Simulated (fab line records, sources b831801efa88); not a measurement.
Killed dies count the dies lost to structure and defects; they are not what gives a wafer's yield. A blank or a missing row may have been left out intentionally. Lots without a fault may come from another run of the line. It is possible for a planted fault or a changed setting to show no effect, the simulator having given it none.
A struck lot beside a sound one + flow gf180mcu + 17 steps out of a route of 602
Sound: the wafers L843.2, L843.4, L843.6. Struck: wafers L854.1, L854.6. (L854.4 of the same lot was not struck and is left out.) The cause comes at the end.
Order at every step that has rows: each side's tool, ch and its chambers, its first start. Under that, the readings that differ: sound wafers + struck wafers + difference of the means + sigmas: that difference in standard deviations of wafers without a fault.
alike: words and numbers the same on both sides, and readings whose means are apart by under 2 such deviations; not compared: readings that were withheld, readings missing a value for some wafer, numbers with overlapping values and no deviation given by the record, and bounds like >300 which may hide the same value.
A row with sigmas, a row that says differs or no value, or rows on one side alone: a step with any of these is where the two part. Non-overlapping numbers with no deviation appear without sigmas and do not part them. Lack of a reading on every wafer of one side parts them only where that side has two or more wafers.

first, 1 step without rows for these wafers: GF_V5_ETCH_17 (etches SiO2 in C4F8/O2/Ar, stops on TiN, target depth 855 nm).
GF_V5_STRIP_18: strips in O2/N2.
  sound on plasma asher-02 ch 0,1, day 28 08:30; struck on plasma asher-02 ch 0, day 31 10:31
  alike: drypump motor current A, heater power w, oes product au
  not compared: rf hours counter h
then, 2 steps without rows for these wafers: GF_V5_STRIP_19 (strips in post etch residue remover, time 1200 s); GF_V5_CLEAN_20 (cleans in DIW).
GF_V5_SPUTTER_21: material Ti, target thk 15 nm, time 80.02 s.
  struck on pvd sputter-01, day 31 11:02; sound on pvd sputter-04, day 28 09:02
  alike: chamber pressure pa, throttle valve pct
GF_V5_SPUTTER_22: material TiN, target thk 10 nm, time 40 s.
  struck on pvd sputter-01, day 31 11:06; sound on pvd sputter-04, day 28 09:06
  alike: chamber pressure pa, throttle valve pct
then, 1 step without rows for these wafers: GF_V5_CVD_23 (deposits W, target thk 350 nm, time 104.9 s).
GF_V5_RS_MEAS_24: measurement is done with a four-point probe.
  struck on film metro-03, day 31 11:15; sound on film metro-01, day 28 09:17
  alike: V5_W_RS
GF_V5_THK_MEAS_25: measures by xrf.
  struck on film metro-03, day 31 11:22; sound on film metro-01, day 28 09:23
  alike: V5_W_THK
then, 1 step without rows for these wafers: GF_V5_CMP_26 (polishes, stops on SiO2, t overpolish 15 s, target thk 0 nm).
GF_TOP_METAL_SPUTTER_00: material Ti, target thk 37.5 nm, time 150 s.
  struck on pvd sputter-03, day 31 12:02; sound on pvd sputter-03, day 28 10:02
  alike: chamber pressure pa, throttle valve pct
then, 1 step without rows for these wafers: GF_TOP_METAL_SPUTTER_01 (material TiN, target thk 30 nm, time 25 s).
GF_TOP_METAL_SPUTTER_02: material AlCu, target thk 900 nm, time 47.82 s.
  struck on pvd sputter-03, day 31 12:10; sound on pvd sputter-03, day 28 10:10
| reading                                        | sound             | struck    | difference | sigmas |
|------------------------------------------------|-------------------|-----------|------------|--------|
| model.AlCu_of_TOP_METAL_SPUTTER_02.thk nm (nm) | 897.3 899.6 907.8 | 1638 1640 | +737       |        |
  alike: chamber pressure pa, throttle valve pct
then, 1 step without rows for these wafers: GF_TOP_METAL_SPUTTER_03 (material Ti, target thk 5 nm, time 3.3 s).
GF_TOP_METAL_SPUTTER_04: material TiN, target thk 25 nm, time 20.8 s.
  struck on pvd sputter-03, day 31 12:13; sound on pvd sputter-03, day 28 10:13
  alike: chamber pressure pa, throttle valve pct
GF_TOP_METAL_RS_MEAS_05: measurement is done with a four-point probe.
  struck on film metro-02, day 31 12:45; sound on film metro-03, day 28 10:16
| reading                    | sound                | struck        | difference | sigmas |
|----------------------------|----------------------|---------------|------------|--------|
| TOP_METAL_ALCU_RS (ohm/sq) | 0.0328 0.0328 0.0324 | 0.0179 0.0179 | -0.0148    | -45    |
  not compared: hold
GF_TOP_METAL_THK_MEAS_06: measures by xrf.
  struck on film metro-02, day 31 14:52; sound on film metro-03, day 28 10:23
| reading                 | sound       | struck    | difference | sigmas |
|-------------------------|-------------|-----------|------------|--------|
| TOP_METAL_ALCU_THK (nm) | 925 926 935 | 1676 1682 | +750       | +84    |
  not compared: hold

== WHERE THEY PART ==
Last at GF_TOP_METAL_THK_MEAS_06 as far as this record goes, first at GF_TOP_METAL_RS_MEAS_05.

WHY: what the simulator had put in
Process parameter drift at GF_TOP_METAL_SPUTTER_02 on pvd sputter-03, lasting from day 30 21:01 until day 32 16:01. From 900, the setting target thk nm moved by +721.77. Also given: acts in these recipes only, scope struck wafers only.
